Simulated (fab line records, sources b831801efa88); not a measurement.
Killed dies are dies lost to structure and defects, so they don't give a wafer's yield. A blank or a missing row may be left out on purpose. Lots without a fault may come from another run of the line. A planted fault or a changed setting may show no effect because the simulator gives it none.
Which tool did it? | flow sky130 | 13 lots, 39 wafers sampled, at 4 steps of a route of 708

WHAT THE GAUGES READ, wafer by wafer
SKY_LDD_N_OVL_MEAS_07. Usual: LDD_N_OVL -1.3 nm, standard deviation 1.3.
lot  | measured     | on         | LDD_N_OVL (nm) | flag
L884 | day 17 12:00 | overlay-01 | -2.5 -1.4 -1.5 |
L885 | day 18 01:54 | overlay-02 | -0.6 1.0 -0.3  |
L886 | day 18 09:52 | overlay-01 | -2.7 -1.1 -1.9 |
L888 | day 19 07:51 | overlay-02 | 0.6 -1.5 1.0   |
L890 | day 19 20:04 | overlay-02 | -0.1 0.2 -2.2  |
L892 | day 20 18:57 | overlay-01 | 0.0 -0.8 -1.3  |
L893 | day 21 01:43 | overlay-02 | 0.4 -2.0 0.8   |
L894 | day 21 21:43 | overlay-01 | -1.1 -3.7 -0.8 |
L895 | day 22 00:47 | overlay-02 | 1.2 0.1 1.3    |
L902 | day 24 10:39 | overlay-02 | -3.4 -3.0 -2.7 |
L903 | day 24 16:44 | overlay-01 | -2.2 -2.0 -1.2 |
L905 | day 25 02:02 | overlay-02 | -2.1 -1.3 -0.8 |
L906 | day 25 10:21 | overlay-01 | -1.9 -1.7 1.2  |

SKY_LDD_HVP_TW_MEAS_10. Usual: LDD_HVP_TW 459, standard deviation 6.5.
lot  | measured     | on            | LDD_HVP_TW  | flag
L884 | day 21 08:45 | film_metro-01 | 470 472 468 |
L885 | day 21 23:41 | film_metro-03 | 459 460 459 |
L886 | day 22 07:40 | film_metro-04 | 451 450 450 |
L888 | day 23 06:34 | film_metro-03 | 460 456 459 |
L890 | day 23 17:35 | film_metro-04 | 455 452 452 |
L892 | day 24 15:30 | film_metro-03 | 464 463 464 |
L893 | day 24 21:42 | film_metro-04 | 449 450 449 |
L894 | day 25 16:38 | film_metro-03 | 459 460 462 |
L895 | day 25 19:08 | film_metro-01 | 470 471 470 |
L902 | day 28 04:07 | film_metro-01 | 465 462 465 |
L903 | day 28 09:41 | film_metro-03 | 462 462 460 |
L905 | day 28 19:49 | film_metro-03 | 461 463 464 |
L906 | day 29 00:43 | film_metro-03 | 457 460 459 |

SKY_POLY_CUT_CD_MEAS_08: target cd 270 nm. Usual: cd_nm 270.7 nm, standard deviation 1.4.
lot  | measured     | on        | cd_nm (nm)        | flag
L884 | day 24 00:02 | cd_sem-02 | 269.0 267.8 268.6 |
L885 | day 24 14:00 | cd_sem-01 | 270.5 270.5 270.1 |
L886 | day 24 21:08 | cd_sem-01 | 271.0 270.4 270.9 |
L888 | day 25 19:32 | cd_sem-02 | 271.4 271.8 272.7 |
L890 | day 26 06:16 | cd_sem-01 | 273.0 271.9 272.8 |
L892 | day 27 03:53 | cd_sem-01 | 269.8 268.8 270.9 |
L893 | day 27 09:50 | cd_sem-02 | 270.0 269.1 269.8 |
L894 | day 28 04:33 | cd_sem-02 | 272.0 272.1 272.7 |
L895 | day 28 06:53 | cd_sem-01 | 269.5 268.2 269.3 |
L902 | day 30 15:13 | cd_sem-02 | 272.9 273.1 271.7 |
L903 | day 30 19:23 | cd_sem-01 | 270.2 270.3 269.6 |
L905 | day 31 06:15 | cd_sem-02 | 272.5 273.4 272.4 |
L906 | day 31 10:17 | cd_sem-01 | 272.4 272.5 270.9 |

WHICH TOOL RAN EACH LOT (tool, then ch and the chambers of the sampled wafers, then the start)
lot  | SKY_LDD_HVP_EXPOSE_04
L884 | iline_stepper-01 ch 0, day 20 17:35
L885 | iline_stepper-01 ch 0, day 21 07:34
L886 | iline_stepper-01 ch 0, day 21 16:31
L888 | iline_stepper-02 ch 0, day 22 14:31
L890 | iline_stepper-02 ch 0, day 23 03:15
L892 | iline_stepper-01 ch 0, day 24 00:20
L893 | iline_stepper-01 ch 0, day 24 06:58
L894 | iline_stepper-02 ch 0, day 25 01:32
L895 | iline_stepper-02 ch 0, day 25 03:47
L902 | iline_stepper-02 ch 0, day 27 13:49
L903 | iline_stepper-01 ch 0, day 27 18:57
L905 | iline_stepper-02 ch 0, day 28 05:28
L906 | iline_stepper-01 ch 0, day 28 11:07
- SKY_LDD_HVP_EXPOSE_04: exposes mask HVPTM, target cd 700 nm.

WHAT THE TOOLS THEMSELVES READ (means of the sampled wafers that have a number; where no wafer has one, the mark that the record gives instead)
The record holds no such reading with a usual standard deviation.

THE ANSWER, worked out from the rows above alone
Rule: a lot is off if the mean of its wafers that have a number lies more than 3 standard deviations from the usual mean. A lot without any number at a reading at which 4 lots or more have one is off too. The other lots that the step has rows for count as sound. The gauges are gone through in route order, then the tools' own readings, and for those a lot's mean is taken as printed above. The first step at which some lot is off is used, and at that step the reading that is off furthest; a lot without a number counts as furthest.
No lot is off at any reading shown: from this, nothing can be told.

WHAT THE SIMULATOR HAD PUT IN
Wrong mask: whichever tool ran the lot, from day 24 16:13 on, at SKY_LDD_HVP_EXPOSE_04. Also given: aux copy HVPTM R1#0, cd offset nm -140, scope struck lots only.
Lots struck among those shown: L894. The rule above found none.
